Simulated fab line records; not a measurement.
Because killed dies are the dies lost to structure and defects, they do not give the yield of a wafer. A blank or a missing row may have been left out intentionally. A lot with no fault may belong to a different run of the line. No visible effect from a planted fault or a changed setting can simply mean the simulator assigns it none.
Chamber matching	flow gf180mcu	4 sister chambers for GF_SAB_ETCH_11 on rie diel-04
The step etches SiO2 in C4F8/O2/Ar, target depth 55 nm, time 8.5 s. 8 wafers are shown with their chamber, then 7 later ones without.

== WAFERS PAIRED WITH THEIR CHAMBERS ==
wafer	chamber	oes product au (a.u.)
L191.5	2	0.980
L193.2	0	0.979
L193.5	1	0.991
L207.2	0	0.993
L207.3	3	1.018
L207.4	2	0.989
L208.2	1	0.988
L208.4	3	1.026

== WAFERS WHOSE CHAMBER IS MISSING ==
wafer	oes product au (a.u.)
L208.6	0.997
L209.2	1.005
L209.3	0.988
L209.5	1.013
L210.1	0.984
L210.3	0.979
L210.6	0.984

== THE CHAMBER EACH PASSED THROUGH ==
wafer	from the rows above	in truth
L208.6	can't be placed: 1 or 0 or 2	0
L209.2	can't be placed: 1 or 3 or 0 or 2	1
L209.3	can't be placed: 1 or 0 or 2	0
L209.5	3	3
L210.1	can't be placed: 2 or 0 or 1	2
L210.3	can't be placed: 2 or 0 or 1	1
L210.6	can't be placed: 2 or 0 or 1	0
Correct placement for 1 of the 7. Can't be placed from these rows: 6 (the true chamber is among the candidates in 6). Wrongly placed: 0.
How it was worked out, from the rows above alone: a wafer's distance from a chamber is the root of the sum, over the readings, of the square of ((its reading less the chamber's mean) divided by the reading's scatter). If the next closest chamber is less than 2 further off than the closest, the wafer can't be placed; otherwise it belongs to the closest. The mean given for a chamber averages the wafers shown for that chamber. The scatter: take each reading less its chamber's mean, square it, sum over the shown wafers, divide by the number of wafers less the number of chambers, and take the root.
